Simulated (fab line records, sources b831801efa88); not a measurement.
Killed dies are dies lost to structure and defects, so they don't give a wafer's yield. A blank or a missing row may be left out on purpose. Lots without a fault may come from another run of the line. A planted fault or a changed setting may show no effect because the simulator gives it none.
Which tool did it? | flow gf180mcu | 13 lots, 39 wafers sampled, at 4 steps of a route of 602

WHAT THE GAUGES READ, wafer by wafer
GF_HV_LDD_TW_MEAS_11. Usual: HV_LDD_TW 2427, standard deviation 11.
lot  | measured     | on            | HV_LDD_TW      | flag
L709 | day 10 00:26 | film_metro-03 | 2430 2434 2416 |
L710 | day 10 10:52 | film_metro-04 | 2427 2420 2424 |
L711 | day 10 19:34 | film_metro-03 | 2428 2431 2423 |
L712 | day 11 03:43 | film_metro-03 | 2423 2422 2415 |
L713 | day 11 09:26 | film_metro-01 | 2427 2424 2426 |
L714 | day 11 20:12 | film_metro-03 | 2412 2423 2418 |
L715 | day 12 13:39 | film_metro-01 | 2437 2429 2443 |
L716 | day 12 13:57 | film_metro-01 | 2444 2432 2441 |
L717 | day 12 14:55 | film_metro-01 | 2433 2416 2446 |
L720 | day 13 17:32 | film_metro-03 | 2448 2443 2447 |
L723 | day 14 14:03 | film_metro-04 | 2421 2420 2420 |
L726 | day 15 10:22 | film_metro-04 | 2418           |
L727 | day 15 17:08 | film_metro-04 | 2427 2420      |

WHICH TOOL RAN EACH LOT (tool, then ch and the chambers of the sampled wafers, then the start)
lot  | GF_DUAL_GATE_STRIP_13                | GF_POLY_GATE_ETCH_13             | GF_POLY_GATE_STRIP_14
L709 | plasma_asher-03 ch 0,1, day 8 09:16  | rie_si-02 ch 1,2, day 9 05:23    | plasma_asher-03 ch 0,1, day 9 05:29
L710 | plasma_asher-03 ch 0,1, day 8 17:41  | rie_si-02 ch 0,1,2, day 9 14:30  | plasma_asher-01 ch 0,1, day 9 14:33
L711 | plasma_asher-03 ch 0,1, day 9 01:34  | rie_si-01 ch 0,3, day 9 22:38    | plasma_asher-04 ch 0,1, day 9 22:44
L712 | plasma_asher-04 ch 0,1, day 9 06:47  | rie_si-01 ch 0,1, day 10 04:23   | plasma_asher-03 ch 0,1, day 10 04:27
L713 | plasma_asher-04 ch 0,1, day 9 12:58  | rie_si-02 ch 2,3, day 10 12:34   | plasma_asher-01 ch 0,1, day 10 12:37
L714 | plasma_asher-04 ch 0,1, day 10 02:16 | rie_si-01 ch 0,2,3, day 10 23:42 | plasma_asher-04 ch 0,1, day 10 23:45
L715 | plasma_asher-03 ch 0,1, day 10 15:03 | rie_si-01 ch 0,1,3, day 11 14:11 | plasma_asher-01 ch 0,1, day 11 14:15
L716 | plasma_asher-02 ch 0,1, day 10 15:17 | rie_si-02 ch 0,1,2, day 11 14:32 | plasma_asher-03 ch 0,1, day 11 14:36
L717 | plasma_asher-03 ch 0,1, day 10 17:19 | rie_si-01 ch 2,3, day 11 16:19   | plasma_asher-04 ch 0,1, day 11 16:24
L720 | plasma_asher-03 ch 0,1, day 11 17:59 | rie_si-01 ch 0,1,3, day 12 18:48 | plasma_asher-01 ch 0,1, day 12 18:53
L723 | plasma_asher-04 ch 0,1, day 12 15:35 | rie_si-02 ch 1,2,3, day 13 15:15 | plasma_asher-04 ch 0,1, day 13 15:18
L726 | plasma_asher-03 ch 0,1, day 13 10:05 | rie_si-01 ch 0,2,3, day 14 10:31 | plasma_asher-03 ch 0,1, day 14 10:34
L727 | plasma_asher-04 ch 1, day 13 16:47   | rie_si-01 ch 0,1, day 14 17:31   | plasma_asher-04 ch 0,1, day 14 17:34
- GF_DUAL_GATE_STRIP_13: strips in O2/N2.
- GF_POLY_GATE_ETCH_13: etches poly-Si in HBr/Cl2, stops on SiO2, target depth 198.5 nm, time 69.6 s.
- GF_POLY_GATE_STRIP_14: strips in O2/N2.

WHAT THE TOOLS THEMSELVES READ (means of the sampled wafers that have a number; where no wafer has one, the mark that the record gives instead)
GF_DUAL_GATE_STRIP_13. Usual: drypump_motor_current_A 5.70 A, standard deviation 0.2; heater_power_w 341 W, standard deviation 36; n2_flow_sccm 300.0 sccm, standard deviation 0.88; oes_product_au 0.716 a.u., standard deviation 0.0048; strip_time_to_endpoint_s 12.63 s, standard deviation 0.034.
lot  | tool            | drypump_motor_current_A (A) | heater_power_w (W) | n2_flow_sccm (sccm) | oes_product_au (a.u.) | strip_time_to_endpoint_s (s) | flag
L709 | plasma_asher-03 | 5.80                        | 358                | 300.7               | 0.714                 | 12.65                        |
L710 | plasma_asher-03 | 5.84                        | 345                | 299.6               | 0.716                 | 12.59                        |
L711 | plasma_asher-03 | 5.85                        | 336                | 299.4               | 0.717                 | 12.67                        |
L712 | plasma_asher-04 | 5.66                        | 318                | 300.1               | 0.715                 | 12.62                        |
L713 | plasma_asher-04 | 5.64                        | 302                | 299.6               | 0.717                 | 12.63                        |
L714 | plasma_asher-04 | 5.65                        | 309                | 299.9               | 0.716                 | 12.57                        |
L715 | plasma_asher-03 | 5.81                        | 359                | 300.6               | 0.710                 | 12.65                        |
L716 | plasma_asher-02 | 5.26                        | 393                | 299.0               | 0.717                 | 12.63                        |
L717 | plasma_asher-03 | 5.82                        | 357                | 299.8               | 0.721                 | 12.60                        |
L720 | plasma_asher-03 | 5.84                        | 357                | 299.7               | 0.718                 | 12.64                        |
L723 | plasma_asher-04 | 5.66                        | 314                | 300.0               | 0.720                 | 12.61                        |
L726 | plasma_asher-03 | 5.82                        | 367                | 299.8               | 0.720                 | 12.67                        |
L727 | plasma_asher-04 | 5.65                        | 297                | 300.2               | 0.719                 | 12.62                        |

GF_POLY_GATE_ETCH_13. Usual: drypump_motor_current_A 5.8 A, standard deviation 0.33; oes_product_au 0.991 a.u., standard deviation 0.0077; run_length_s 97.88 s, standard deviation 0.3; throttle_valve_pct 33.685 %, standard deviation 0.009.
lot  | tool      | drypump_motor_current_A (A) | oes_product_au (a.u.) | run_length_s (s) | throttle_valve_pct (%) | flag
L709 | rie_si-02 | 5.8                         | 0.992                 | 97.93            | 33.681                 |
L710 | rie_si-02 | 5.7                         | 0.997                 | 97.83            | 33.688                 |
L711 | rie_si-01 | 5.8                         | 0.999                 | 98.16            | 33.686                 |
L712 | rie_si-01 | 5.6                         | 0.984                 | 97.78            | 33.686                 |
L713 | rie_si-02 | 6.3                         | 0.996                 | 98.13            | 33.679                 |
L714 | rie_si-01 | 5.8                         | 0.987                 | 97.79            | 33.673                 |
L715 | rie_si-01 | 5.9                         | 0.998                 | 98.01            | 33.685                 |
L716 | rie_si-02 | 5.7                         | 0.989                 | 97.94            | 33.679                 |
L717 | rie_si-01 | 5.8                         | 0.981                 | 97.75            | 33.691                 |
L720 | rie_si-01 | 5.9                         | 0.990                 | 98.14            | 33.692                 |
L723 | rie_si-02 | 6.0                         | 0.995                 | 97.85            | 33.690                 |
L726 | rie_si-01 | 5.8                         | 0.998                 | 74.32            | 33.683                 | OFF
L727 | rie_si-01 | 5.6                         | 1.000                 | 86.36            | 33.680                 | OFF

GF_POLY_GATE_STRIP_14. Usual: drypump_motor_current_A 5.73 A, standard deviation 0.28; heater_power_w 328 W, standard deviation 39; n2_flow_sccm 299.9 sccm, standard deviation 0.86; oes_product_au 0.505 a.u., standard deviation 0.0045.
lot  | tool            | drypump_motor_current_A (A) | heater_power_w (W) | n2_flow_sccm (sccm) | oes_product_au (a.u.) | flag
L709 | plasma_asher-03 | 5.81                        | 353                | 300.1               | 0.501                 |
L710 | plasma_asher-01 | 5.60                        | 313                | 299.9               | 0.505                 |
L711 | plasma_asher-04 | 5.64                        | 318                | 299.9               | 0.511                 |
L712 | plasma_asher-03 | 5.83                        | 356                | 299.6               | 0.505                 |
L713 | plasma_asher-01 | 5.89                        | 348                | 300.1               | 0.505                 |
L714 | plasma_asher-04 | 5.63                        | 319                | 299.7               | 0.502                 |
L715 | plasma_asher-01 | 5.59                        | 305                | 299.7               | 0.497                 |
L716 | plasma_asher-03 | 5.84                        | 340                | 300.4               | 0.500                 |
L717 | plasma_asher-04 | 5.62                        | 308                | 300.0               | 0.507                 |
L720 | plasma_asher-01 | 5.89                        | 348                | 300.6               | 0.505                 |
L723 | plasma_asher-04 | 5.64                        | 312                | 299.8               | 0.510                 |
L726 | plasma_asher-03 | 5.82                        | 357                | 300.6               | 0.515                 |
L727 | plasma_asher-04 | 5.65                        | 321                | 299.3               | 0.508                 |

THE ANSWER, worked out from the rows above alone
Rule: a lot is off if the mean of its wafers that have a number lies more than 3 standard deviations from the usual mean. A lot without any number at a reading at which 4 lots or more have one is off too. The other lots that the step has rows for count as sound. The gauges are gone through in route order, then the tools' own readings, and for those a lot's mean is taken as printed above. The first step at which some lot is off is used, and at that step the reading that is off furthest; a lot without a number counts as furthest.
Off: L726, L727, at GF_POLY_GATE_ETCH_13 (run_length_s).
A tool fits if, at that step or a process step before it, it ran every lot that is off, and no sound lot after the first of them. One fits: rie_si-01 at GF_POLY_GATE_ETCH_13. Its last sound lot is L720 (day 12 18:48), its first lot that is off L726 (day 14 10:31): a fault that began between those two fits.
The tool's own readings at GF_POLY_GATE_ETCH_13 bear it out: on the lots that are off they differ by more than 5 times the standard deviation of the sound lots' means. run_length_s reads 80.34 s there against 97.94 s on the sound lots.

WHAT THE SIMULATOR HAD PUT IN
Process parameter drift: rie_si-01, from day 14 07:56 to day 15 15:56, at GF_POLY_GATE_ETCH_13. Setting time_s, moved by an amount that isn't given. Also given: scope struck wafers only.
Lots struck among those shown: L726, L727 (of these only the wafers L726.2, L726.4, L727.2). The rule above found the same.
